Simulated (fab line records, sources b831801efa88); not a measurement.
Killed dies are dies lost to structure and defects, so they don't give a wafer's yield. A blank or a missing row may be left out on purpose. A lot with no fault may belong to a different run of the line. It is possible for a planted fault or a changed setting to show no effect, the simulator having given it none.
fab line records | flow sky130
[record] lots = 6 | wafers = 18 | lastDay = 50
route steps=708 shown VIA4@651 METAL5@661 PAD_OPEN@708
lots that met no fault: from a run of the same line without faults
startH: hours from the record's first day to the start of the lot's first wafer shown | waitH: how many hours have passed since the lot's step before this one | " same as the row above | L1.1+2: a row that stands for several wafers | - no value present, or no start provided | * or withheld: withheld | < > ~ a bound
route shown NAME@n: names a module that has steps shown in the file, with the first one's number in the route | usual: average and standard deviation across the fault-free wafers | same: alike in all rows | chamber/n: place in a boat | sites: per-site readings | _std_site: standard deviation of those values | _edge_site: outer sites' mean less inner sites' | radiusMm: how far each site lies from the wafer's centre | mask NAME#n: copy n | behind: the tool/chamber that last shaped the wafer | hold: cause of the lot's hold/its duration in hours/its outcome | device: the transistor (n, p or np) that didn't switch | end of line: the route-end tests of the same wafers | for a step that has no rows: nothing shown but its recipe | killed: the dies lost at the first sort to structure and to defects; this is not the yield of the wafer | map: shows each die of a wafer: x if killed, . if not, _ if none is there
set.NAME: the setting that was run; set.NAME@STEP: the one run at that earlier step | model.NAME: the simulator's own value behind a step, which no gauge read
lots at some steps of the route; a table a step, a row a wafer
services: the hour from which a tool's chamber was out of use, counted from the record's first day as startH (under 0 if before that day), plus the number of hours and why
[[steps]]
[step SKY_VIA4_ETCH_12]
[recipe] target = SiO2 | chemistry = C4F8/O2/Ar | stopOn = TiN | maskMaterial = NOVOLAK | sourceW = 1500 | biasW = 1200 | pressureMtorr = 40 | c4f8FlowSccm = withheld | O2_flow_sccm = 6 | Ar_flow_sccm = 300 | timeS = withheld | targetDepthA = 5800
[step SKY_VIA4_STRIP_13]
[recipe] chemistry = O2/N2 | powerW = 1400 | pressureMtorr = 1500 | platenTempC = withheld | o2FlowSccm = 3000 | n2FlowSccm = 300 | overashFraction = 0.5
[usual] drypumpMotorCurrentA = 5.78/0.3 | oesProductAu = 0.710/0.0044 | stripTimeToEndpointS = 12.799/0.029
lot.wafer | tool           | chamber | startH  | waitH | drypumpMotorCurrentA | oesProductAu | rfHoursCounterH | stripTimeToEndpointS
L555.1    | plasmaAsher-01 | 0       | 1036.96 | -     | 6.12                 | 0.718        | 92              | 12.793
L555.4    | "              | 1       | "       | "     | 5.53                 | 0.713        | -               | 12.765
L555.5    | "              | 1       | "       | "     | 5.55                 | 0.708        | -               | 12.772
L558.4    | plasmaAsher-03 | 1       | 1055.79 | -     | 5.37                 | 0.713        | -               | 12.798
L558.5    | "              | 0       | "       | "     | 5.99                 | 0.712        | -               | 12.823
L558.6    | "              | 1       | "       | "     | 5.41                 | 0.721        | -               | 12.820
L559.3    | plasmaAsher-01 | 1       | 1063.54 | -     | 5.55                 | 0.707        | -               | 12.748
L559.4    | "              | 0       | "       | "     | 6.13                 | 0.708        | -               | 12.787
L559.5    | "              | 0       | "       | "     | 6.11                 | 0.706        | -               | 12.797
L560.4    | plasmaAsher-03 | 1       | 1069.94 | -     | 5.42                 | 0.703        | -               | 12.824
L560.5    | "              | 0       | "       | "     | 5.98                 | 0.710        | -               | 12.775
L560.6    | "              | 1       | "       | "     | 5.43                 | 0.710        | -               | 12.814
L570.2    | plasmaAsher-04 | 0       | 1129.45 | -     | 6.16                 | 0.714        | 67              | 12.867
L570.3    | "              | 1       | "       | "     | 5.53                 | 0.711        | -               | 12.812
L570.6    | "              | 1       | "       | "     | 5.50                 | 0.710        | -               | 12.809
L572.2    | plasmaAsher-03 | 1       | 1142.06 | -     | 5.44                 | 0.712        | 39              | 12.851
L572.3    | "              | 0       | "       | "     | 6.00                 | 0.709        | -               | 12.805
L572.4    | "              | 1       | "       | "     | 5.41                 | 0.709        | -               | 12.806
[step SKY_VIA4_STRIP_14]
[recipe] chemistry = postEtchResidueRemover | timeS = 1200 | tempC = 72.5
[step SKY_VIA4_CLEAN_15]
[recipe] chemistry = IPA | timeS = 180 | tempC = 25
[step SKY_VIA4_CLEAN_16]
[recipe] chemistry = O3/DIW | dry = n2Spin
[step SKY_VIA4_SPUTTER_17]
[recipe] material = TiN | targetThkNm = 20 | chamberPressurePa = 5 | powerW = 4000 | timeS = 80
[usual] throttleValvePct = 30.0/1.1
lot.wafer | tool          | chamber | startH  | waitH | throttleValvePct
L555.1    | pvdSputter-01 | -       | 1037.55 | 0.0   | 31.2
L555.4    | "             | -       | "       | "     | 29.9
L555.5    | "             | -       | "       | "     | 29.7
L558.4    | pvdSputter-01 | -       | 1056.34 | 0.0   | 29.5
L558.5    | "             | -       | "       | "     | 29.9
L558.6    | "             | -       | "       | "     | 29.4
L559.3    | pvdSputter-01 | -       | 1064.14 | 0.0   | 29.6
L559.4    | "             | -       | "       | "     | 29.7
L559.5    | "             | -       | "       | "     | 31.3
L560.4    | pvdSputter-01 | -       | 1070.57 | 0.0   | 31.0
L560.5    | "             | -       | "       | "     | 31.3
L560.6    | "             | -       | "       | "     | 31.2
L570.2    | pvdSputter-03 | -       | 1130.09 | 0.0   | 30.8
L570.3    | "             | -       | "       | "     | 31.6
L570.6    | "             | -       | "       | "     | 31.7
L572.2    | pvdSputter-04 | -       | 1142.65 | 0.0   | 29.6
L572.3    | "             | -       | "       | "     | 29.7
L572.4    | "             | -       | "       | "     | 30.2
[step SKY_VIA4_CVD_18]
[recipe] material = W | targetThkNm = 505 | timeS = 152.14 | tempC = 400 | pressureTorr = 40
[step SKY_VIA4_RS_MEAS_19]
[recipe] thkMeasGauge = four-point-probe | reads = W_of_VIA4_CVD_18+TiN_of_VIA4_SPUTTER_17
[usual] VIA4_W_RS = 0.2250/0.003
lot.wafer | tool         | chamber | startH  | waitH | VIA4_W_RS[ohm/sq]
L555.1    | filmMetro-04 | -       | 1037.76 | 0.1   | 0.2245
L555.4    | "            | -       | "       | "     | 0.2227
L555.5    | "            | -       | "       | "     | 0.2261
L558.4    | filmMetro-01 | -       | 1056.62 | 0.1   | 0.2270
L558.5    | "            | -       | "       | "     | 0.2285
L558.6    | "            | -       | "       | "     | 0.2227
L559.3    | filmMetro-03 | -       | 1064.39 | 0.1   | 0.2250
L559.4    | "            | -       | "       | "     | 0.2274
L559.5    | "            | -       | "       | "     | 0.2249
L560.4    | filmMetro-04 | -       | 1070.84 | 0.1   | 0.2267
L560.5    | "            | -       | "       | "     | 0.2266
L560.6    | "            | -       | "       | "     | 0.2230
L570.2    | filmMetro-03 | -       | 1130.32 | 0.1   | 0.2227
L570.3    | "            | -       | "       | "     | 0.2200
L570.6    | "            | -       | "       | "     | 0.2201
L572.2    | filmMetro-01 | -       | 1142.88 | 0.1   | 0.2312
L572.3    | "            | -       | "       | "     | 0.2272
L572.4    | "            | -       | "       | "     | 0.2272
[step SKY_VIA4_THK_MEAS_20]
[recipe] thkMeasGauge = xrf | reads = W_of_VIA4_CVD_18
[usual] VIA4_W_THK = 495/9
lot.wafer | tool         | chamber | startH  | waitH | VIA4_W_THK[nm]
L555.1    | filmMetro-04 | -       | 1037.88 | 0.1   | 493
L555.4    | "            | -       | "       | "     | 496
L555.5    | "            | -       | "       | "     | 486
L558.4    | filmMetro-01 | -       | 1056.71 | 0.1   | 493
L558.5    | "            | -       | "       | "     | 491
L558.6    | "            | -       | "       | "     | 505
L559.3    | filmMetro-03 | -       | 1064.49 | 0.1   | 499
L559.4    | "            | -       | "       | "     | 491
L559.5    | "            | -       | "       | "     | 495
L560.4    | filmMetro-04 | -       | 1070.93 | 0.1   | 488
L560.5    | "            | -       | "       | "     | 489
L560.6    | "            | -       | "       | "     | 491
L570.2    | filmMetro-03 | -       | 1130.43 | 0.1   | 506
L570.3    | "            | -       | "       | "     | 514
L570.6    | "            | -       | "       | "     | 510
L572.2    | filmMetro-01 | -       | 1142.99 | 0.1   | 478
L572.3    | "            | -       | "       | "     | 488
L572.4    | "            | -       | "       | "     | 487
[step SKY_VIA4_CMP_21]
[recipe] stopOn = SiO2 | tOverpolishS = 25 | downForcePsi = 3.5 | platenRpm = 60 | targetThkNm = 0 | padVelocityMS = 0.94248
[usual] motorCurrentA = 11.0/0.93 | overpolishRunS = 24.999/0.01 | slurryFilterDpKPa = 13.50/0.14 | timeToEndpointS = 121/5.6
lot.wafer | tool   | chamber | startH  | waitH | motorCurrentA | overpolishRunS | slurryFilterDpKPa | timeToEndpointS
L555.4    | cmp-01 | 3       | 1037.99 | 0.1   | 12.6          | 24.991         | 13.35             | 119
L555.1    | "      | 0       | "       | "     | 10.1          | 24.987         | 13.57             | 125
L555.5    | "      | 3       | "       | "     | 12.2          | 25.016         | 13.32             | 113
L558.4    | cmp-01 | 3       | 1056.74 | 0.0   | 12.4          | 25.012         | 13.39             | 117
L558.6    | "      | 3       | "       | "     | 12.5          | 25.001         | 13.48             | 117
L558.5    | "      | 0       | "       | "     | 10.6          | 24.990         | 13.49             | 130
L559.4    | cmp-01 | 0       | 1064.53 | 0.0   | 10.6          | 24.984         | 13.82             | 126
L559.3    | "      | 2       | "       | "     | 11.3          | 24.985         | 13.53             | 114
L559.5    | "      | 1       | "       | "     | 10.0          | 24.999         | 13.80             | 116
L560.4    | cmp-01 | 0       | 1071.06 | 0.1   | 10.9          | 25.015         | 13.53             | 129
L560.5    | "      | 2       | "       | "     | 11.4          | 24.994         | 13.52             | 116
L560.6    | "      | 3       | "       | "     | 12.5          | 24.999         | 13.29             | 117
L570.3    | cmp-01 | 3       | 1130.75 | 0.3   | 12.1          | 24.986         | 13.56             | 121
L570.2    | "      | 1       | "       | "     | 10.2          | 24.996         | 13.35             | 114
L570.6    | "      | 3       | "       | "     | 11.9          | 24.991         | 13.43             | 123
L572.2    | cmp-01 | 3       | 1143.04 | 0.0   | 12.6          | 24.981         | 13.55             | 115
L572.4    | "      | 0       | "       | "     | 10.7          | 24.988         | 13.57             | 124
L572.3    | "      | 2       | "       | "     | 10.4          | 25.015         | 13.12             | 117
[step SKY_METAL5_SPUTTER_00]
[recipe] material = Ti | targetThkNm = 15 | powerW = 3000 | timeS = 10 | chamberPressurePa = 0.4
[step SKY_METAL5_SPUTTER_01]
[recipe] material = TiN | targetThkNm = 20 | powerW = 6500 | timeS = 16.7 | chamberPressurePa = 0.4
[usual] throttleValvePct = 30.4/1.2
lot.wafer | tool          | chamber | startH  | waitH | throttleValvePct
L555.1    | pvdSputter-02 | -       | 1038.27 | 0.0   | 30.5
L555.4    | "             | -       | "       | "     | 33.2
L555.5    | "             | -       | "       | "     | 30.9
L558.4    | pvdSputter-03 | -       | 1057.06 | 0.0   | 28.5
L558.5    | "             | -       | "       | "     | 30.8
L558.6    | "             | -       | "       | "     | 28.6
L559.3    | pvdSputter-01 | -       | 1064.85 | 0.0   | 29.9
L559.4    | "             | -       | "       | "     | 31.2
L559.5    | "             | -       | "       | "     | 29.7
L560.4    | pvdSputter-03 | -       | 1071.28 | 0.0   | 31.6
L560.5    | "             | -       | "       | "     | 31.7
L560.6    | "             | -       | "       | "     | 28.4
L570.2    | pvdSputter-01 | -       | 1131.08 | 0.0   | 29.3
L570.3    | "             | -       | "       | "     | 31.0
L570.6    | "             | -       | "       | "     | 31.2
L572.2    | pvdSputter-03 | -       | 1143.37 | 0.0   | 29.0
L572.3    | "             | -       | "       | "     | 30.7
L572.4    | "             | -       | "       | "     | 29.0
[step SKY_METAL5_SPUTTER_02]
[recipe] material = AlCu | targetThkNm = 1150 | powerW = 10600 | timeS = 61.2 | chamberPressurePa = 0.4
[usual] throttleValvePct = 30.4/1.2
lot.wafer | tool          | chamber | startH  | waitH | throttleValvePct | model.AlCu_of_METAL5_SPUTTER_02.thkNm
L555.1    | pvdSputter-02 | -       | 1038.29 | 0.0   | 30.6             | 1140
L555.4    | "             | -       | "       | "     | 33.2             | 1176
L555.5    | "             | -       | "       | "     | 31.3             | 1143
L558.4    | pvdSputter-03 | -       | 1057.08 | 0.0   | 28.5             | 416
L558.5    | "             | -       | "       | "     | 30.8             | 425.3
L558.6    | "             | -       | "       | "     | 28.6             | 407.7
L559.3    | pvdSputter-01 | -       | 1064.88 | 0.0   | 29.9             | 1158
L559.4    | "             | -       | "       | "     | 31.3             | 1145
L559.5    | "             | -       | "       | "     | 29.9             | 1154
L560.4    | pvdSputter-03 | -       | 1071.31 | 0.0   | 31.5             | 397.3
L560.5    | "             | -       | "       | "     | 31.9             | 400.7
L560.6    | "             | -       | "       | "     | 28.6             | 416.9
L570.2    | pvdSputter-01 | -       | 1131.10 | 0.0   | 29.5             | 1147
L570.3    | "             | -       | "       | "     | 31.0             | 1134
L570.6    | "             | -       | "       | "     | 31.2             | 1131
L572.2    | pvdSputter-03 | -       | 1143.39 | 0.0   | 28.8             | 1129
L572.3    | "             | -       | "       | "     | 30.9             | 1146
L572.4    | "             | -       | "       | "     | 29.1             | 1131
[step SKY_METAL5_SPUTTER_03]
[recipe] material = Ti | targetThkNm = 5 | powerW = 3000 | timeS = 3.3 | chamberPressurePa = 0.4
[usual] throttleValvePct = 30.4/1.3
lot.wafer | tool          | chamber | startH  | waitH | throttleValvePct
L555.1    | pvdSputter-02 | -       | 1038.34 | 0.0   | 30.3
L555.4    | "             | -       | "       | "     | 33.7
L555.5    | "             | -       | "       | "     | 31.0
L558.4    | pvdSputter-03 | -       | 1057.14 | 0.0   | 28.4
L558.5    | "             | -       | "       | "     | 30.7
L558.6    | "             | -       | "       | "     | 28.4
L559.3    | pvdSputter-01 | -       | 1064.93 | 0.0   | 30.0
L559.4    | "             | -       | "       | "     | 31.1
L559.5    | "             | -       | "       | "     | 29.8
L560.4    | pvdSputter-03 | -       | 1071.36 | 0.0   | 31.9
L560.5    | "             | -       | "       | "     | 31.6
L560.6    | "             | -       | "       | "     | 28.1
L570.2    | pvdSputter-01 | -       | 1131.15 | 0.0   | 29.4
L570.3    | "             | -       | "       | "     | 31.1
L570.6    | "             | -       | "       | "     | 31.4
L572.2    | pvdSputter-03 | -       | 1143.44 | 0.0   | 28.9
L572.3    | "             | -       | "       | "     | 30.7
L572.4    | "             | -       | "       | "     | 29.1
[step SKY_METAL5_SPUTTER_04]
[recipe] material = TiN | targetThkNm = 70 | powerW = 6500 | timeS = 58.3 | chamberPressurePa = 0.4
[step SKY_METAL5_RS_MEAS_05]
[recipe] thkMeasGauge = four-point-probe | reads = TiN_of_METAL5_SPUTTER_04+Ti_of_METAL5_SPUTTER_03+AlCu_of_METAL5_SPUTTER_02+TiN_of_METAL5_SPUTTER_01+Ti_of_METAL5_SPUTTER_00
[usual] METAL5_ALCU_RS = 0.02706/0.0003
lot.wafer | tool         | chamber | startH  | waitH | hold                    | METAL5_ALCU_RS[ohm/sq]
L555.1    | filmMetro-02 | -       | 1038.41 | 0.0   | -                       | 0.02728
L555.4    | "            | -       | "       | "     | -                       | 0.02644
L555.5    | "            | -       | "       | "     | -                       | 0.02721
L558.4    | filmMetro-04 | -       | 1057.26 | 0.1   | awaitDispo/0.2h/release | 0.07543
L558.5    | "            | -       | "       | "     | awaitDispo/0.2h/release | 0.07386
L558.6    | "            | -       | "       | "     | awaitDispo/0.2h/release | 0.07706
L558.4    | filmMetro-04 | -       | 1057.55 | 0.3   | -                       | 0.07554
L558.5    | "            | -       | "       | "     | -                       | 0.07372
L558.6    | "            | -       | "       | "     | -                       | 0.07714
L559.3    | filmMetro-02 | -       | 1065.04 | 0.1   | -                       | 0.02688
L559.4    | "            | -       | "       | "     | -                       | 0.0271
L559.5    | "            | -       | "       | "     | -                       | 0.027
L560.4    | filmMetro-04 | -       | 1071.48 | 0.1   | awaitDispo/0.2h/release | 0.07912
L560.5    | "            | -       | "       | "     | awaitDispo/0.2h/release | 0.0786
L560.6    | "            | -       | "       | "     | awaitDispo/0.2h/release | 0.07537
L560.4    | filmMetro-04 | -       | 1071.77 | 0.3   | -                       | 0.07905
L560.5    | "            | -       | "       | "     | -                       | 0.07851
L560.6    | "            | -       | "       | "     | -                       | 0.07538
L570.2    | filmMetro-03 | -       | 1131.24 | 0.0   | -                       | 0.02709
L570.3    | "            | -       | "       | "     | -                       | 0.0275
L570.6    | "            | -       | "       | "     | -                       | 0.02754
L572.2    | filmMetro-02 | -       | 1143.53 | 0.0   | -                       | 0.02757
L572.3    | "            | -       | "       | "     | -                       | 0.02711
L572.4    | "            | -       | "       | "     | -                       | 0.02751
[step SKY_PAD_OPEN_PROBE_99]
[usual] defectLimitedYield = 82.6/2 | killed_at_M0_to_M3 = 44/7.3 | killed_at_M4_up = 3.1/1.6 | killedAtContacts = 24/5.4 | killedAtFrontEnd = 15/4 | killedAtOther = 0.2/0.49 | killedDies = 86/10 | killedOnRim = 17/3.7 | killedOpen = 48/7.3 | killedShort = 38/6.3 | sort_bin_3_pad_short = 0.8/0.45 | sort_bin_5_function = 10.3/1.5 | sort_bin_6_memory = 6.3/1.2 | sortNPass = 406/10 | sortYieldPct = 82.6/2
[same] grossDies = 492 | killedAtBackSide = 0 | sort_bin_4_leakage[%] = 0 | sort_bin_8_speed[%] = 0
lot.wafer | tool      | chamber | startH  | waitH | defectLimitedYield[%] | killed_at_M0_to_M3 | killed_at_M4_up | killedAtContacts | killedAtFrontEnd | killedAtOther | killedDies | killedOnRim | killedOpen | killedShort | sort_bin_3_pad_short[%] | sort_bin_5_function[%] | sort_bin_6_memory[%] | sortNPass | sortYieldPct[%]
L555.1    | prober-01 | -       | 1105.19 | 0.1   | 85.8                  | 38                 | 3               | 13               | 16               | 0             | 70         | 14          | 31         | 39          | 1.0                     | 6.9                    | 6.3                  | 422       | 85.8
L555.4    | prober-01 | -       | 1105.34 | 0.2   | 82.7                  | 40                 | 3               | 27               | 15               | 0             | 85         | 15          | 46         | 39          | 1.0                     | 10.6                   | 5.7                  | 407       | 82.7
L555.5    | prober-01 | -       | 1105.39 | 0.2   | 85.8                  | 26                 | 2               | 23               | 19               | 0             | 70         | 11          | 40         | 30          | 0.8                     | 6.9                    | 6.5                  | 422       | 85.8
L559.3    | prober-01 | -       | 1127.89 | 0.2   | 81.9                  | 51                 | 3               | 22               | 13               | 0             | 89         | 16          | 52         | 37          | 1.0                     | 10.2                   | 6.9                  | 403       | 81.9
L559.4    | prober-01 | -       | 1127.94 | 0.2   | 81.5                  | 44                 | 4               | 28               | 15               | 0             | 91         | 13          | 55         | 36          | 0.4                     | 10.2                   | 7.9                  | 401       | 81.5
L559.5    | prober-01 | -       | 1127.99 | 0.2   | 84.6                  | 34                 | 1               | 23               | 18               | 0             | 76         | 17          | 35         | 41          | 0.6                     | 8.5                    | 6.3                  | 416       | 84.6
L570.2    | prober-01 | -       | 1187.63 | 0.1   | 78.0                  | 51                 | 3               | 36               | 17               | 1             | 108        | 24          | 61         | 47          | 0.8                     | 12.0                   | 9.1                  | 384       | 78.0
L570.3    | prober-01 | -       | 1187.68 | 0.2   | 82.9                  | 46                 | 5               | 24               | 9                | 0             | 84         | 16          | 49         | 35          | 0.6                     | 12.0                   | 4.5                  | 408       | 82.9
L570.6    | prober-01 | -       | 1187.83 | 0.2   | 81.3                  | 57                 | 1               | 19               | 15               | 0             | 92         | 23          | 41         | 51          | 1.0                     | 12.0                   | 5.7                  | 400       | 81.3
L572.2    | prober-02 | -       | 1197.67 | 0.1   | 81.9                  | 32                 | 6               | 34               | 17               | 0             | 89         | 15          | 52         | 37          | 0.4                     | 12.8                   | 4.9                  | 403       | 81.9
L572.3    | prober-02 | -       | 1197.72 | 0.2   | 80.1                  | 60                 | 2               | 24               | 12               | 0             | 98         | 16          | 52         | 46          | 1.6                     | 10.4                   | 7.9                  | 394       | 80.1
L572.4    | prober-02 | -       | 1197.77 | 0.2   | 79.3                  | 50                 | 5               | 35               | 12               | 0             | 102        | 20          | 66         | 36          | 0.4                     | 13.4                   | 6.9                  | 390       | 79.3
// killed by level:class
L555.1 VIA1:geometricParticle:open=7 METAL2:geometricParticle:short=7 VIA2:geometricParticle:open=6 FIELD_ISO:geometricParticle:open=4 POLY_GATE:geometricParticle:short=4 LI_CONTACT:geometricParticle:short=4 CONTACT:geometricParticle:open=4 METAL3:geometricParticle:short=4
L555.4 VIA2:geometricParticle:open=11 LI_CONTACT:geometricParticle:open=7 CONTACT:geometricParticle:open=7 VIA1:geometricParticle:open=6 CONTACT:geometricParticle:short=6 METAL1:geometricParticle:short=6 FIELD_ISO:geometricParticle:open=4 LOCAL_INTERCONNECT:geometricParticle:short=4
L555.5 CONTACT:geometricParticle:open=9 FIELD_ISO:geometricParticle:open=6 VIA2:geometricParticle:open=6 FIELD_ISO:geometricParticle:short=5 LI_CONTACT:geometricParticle:open=5 LOCAL_INTERCONNECT:geometricParticle:short=5 VIA1:geometricParticle:open=5 POLY_GATE:geometricParticle:short=4
L559.3 VIA1:geometricParticle:open=12 VIA2:geometricParticle:open=10 LI_CONTACT:geometricParticle:open=7 CONTACT:geometricParticle:open=7 METAL1:geometricParticle:short=7 VIA3:geometricParticle:open=6 FIELD_ISO:geometricParticle:open=4 POLY_GATE:geometricParticle:short=4
L559.4 VIA1:geometricParticle:open=14 LI_CONTACT:geometricParticle:open=14 VIA3:geometricParticle:open=9 CONTACT:geometricParticle:open=7 METAL2:geometricParticle:short=7 CONTACT:geometricParticle:short=5 METAL1:geometricParticle:short=5 FIELD_ISO:geometricParticle:short=4
L559.5 VIA1:geometricParticle:open=8 LI_CONTACT:geometricParticle:open=7 VIA1:geometricParticle:short=6 FIELD_ISO:geometricParticle:short=5 FIELD_ISO:geometricParticle:open=5 LOCAL_INTERCONNECT:geometricParticle:short=5 POLY_GATE:geometricParticle:open=4 LI_CONTACT:geometricParticle:short=4
L570.2 VIA1:geometricParticle:open=12 LI_CONTACT:geometricParticle:open=9 CONTACT:geometricParticle:open=9 VIA3:geometricParticle:open=8 FIELD_ISO:geometricParticle:open=7 VIA2:geometricParticle:open=7 METAL2:geometricParticle:short=7 LOCAL_INTERCONNECT:geometricParticle:short=6
L570.3 VIA1:geometricParticle:open=13 CONTACT:geometricParticle:open=10 VIA2:geometricParticle:open=7 LI_CONTACT:geometricParticle:open=6 VIA3:geometricParticle:open=6 METAL2:geometricParticle:short=5 LI_CONTACT:geometricParticle:short=5 METAL4:geometricParticle:short=5
L570.6 VIA1:geometricParticle:open=12 METAL2:geometricParticle:short=11 FIELD_ISO:geometricParticle:short=8 CONTACT:geometricParticle:open=7 VIA2:geometricParticle:open=7 CONTACT:geometricParticle:short=5 VIA3:geometricParticle:open=5 METAL1:geometricParticle:short=4
L572.2 CONTACT:geometricParticle:open=15 LI_CONTACT:geometricParticle:open=10 METAL1:geometricParticle:short=7 VIA1:geometricParticle:open=7 VIA2:geometricParticle:open=6 POLY_GATE:geometricParticle:open=5 LOCAL_INTERCONNECT:geometricParticle:short=5 METAL4:geometricParticle:short=5
L572.3 VIA1:geometricParticle:open=15 CONTACT:geometricParticle:open=11 VIA1:geometricParticle:short=9 METAL1:geometricParticle:short=7 VIA2:geometricParticle:open=6 METAL2:geometricParticle:short=6 POLY_GATE:geometricParticle:short=4 LI_CONTACT:geometricParticle:short=4
L572.4 CONTACT:geometricParticle:open=17 VIA1:geometricParticle:open=15 LI_CONTACT:geometricParticle:open=13 VIA2:geometricParticle:open=7 VIA1:geometricParticle:short=6 VIA3:geometricParticle:open=6 POLY_GATE:geometricParticle:short=4 METAL1:geometricParticle:short=4
[[services]]
tool           | chamber | startH  | hours | kind
cmp-01         | -       | 1017.57 | 5.0   | pm
pvdSputter-01  | 1       | 1018.72 | -     | consumableReplace:kit
pvdSputter-01  | 1       | 1018.72 | 18.0  | scheduledDown
pvdSputter-01  | 1       | 1018.72 | 18.0  | ventCycle
pvdSputter-03  | 1       | 1021.12 | -     | consumableReplace:kit
pvdSputter-03  | 1       | 1021.12 | 18.0  | scheduledDown
pvdSputter-03  | 1       | 1021.12 | 18.0  | ventCycle
pvdSputter-02  | -       | 1027.40 | 8.6   | repair
cmp-01         | -       | 1033.11 | 0.6   | repair
plasmaAsher-03 | -       | 1035.15 | 7.0   | repair
pvdSputter-02  | 3       | 1038.41 | -     | consumableReplace:kit
pvdSputter-02  | 3       | 1038.41 | 18.0  | scheduledDown
pvdSputter-02  | 3       | 1038.41 | 18.0  | ventCycle
pvdSputter-04  | -       | 1055.98 | 5.3   | repair
plasmaAsher-04 | -       | 1059.84 | 15.6  | pm
pvdSputter-04  | -       | 1091.96 | 14.1  | repair
pvdSputter-02  | 2       | 1127.80 | -     | consumableReplace:kit
pvdSputter-02  | 2       | 1127.80 | 18.0  | scheduledDown
pvdSputter-01  | 0       | 1131.22 | -     | consumableReplace:kit
pvdSputter-01  | 0       | 1131.22 | 18.0  | scheduledDown
pvdSputter-01  | 0       | 1131.22 | 18.0  | ventCycle
pvdSputter-03  | 0       | 1138.26 | -     | consumableReplace:kit
pvdSputter-03  | 0       | 1138.26 | 18.0  | scheduledDown
pvdSputter-03  | 0       | 1138.26 | 18.0  | ventCycle
[[key]]
[firstSign] step = SKY_METAL5_RS_MEAS_05 | reading = visit | direction = added
[effect] step = SKY_METAL5_RS_MEAS_05 | reading = METAL5_ALCU_RS | direction = up | sigmas = 99+ | usual = 0.02706 | struck = 0.07657
[modelEffect] step = SKY_METAL5_SPUTTER_02 | value = AlCu_of_METAL5_SPUTTER_02.thkNm | without = 1151 | struck = 410.7
metAt SKY_METAL5_SPUTTER_02
struckWafers L558.4,L558.5,L558.6,L560.4,L560.5,L560.6
scrappedBehind SKY_METAL5_RS_MEAS_05 L558.4,L558.5,L558.6,L560.4,L560.5,L560.6
[fault] kind = processParameterDrift | tool = pvdSputter-03 | chamber = - | onsetH = 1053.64 | steps = SKY_METAL5_SPUTTER_02 | channel = targetThkNm | offset = -740.37 | shape = step | endH = 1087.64 | actsIn = theseRecipesOnly | stated = 1150
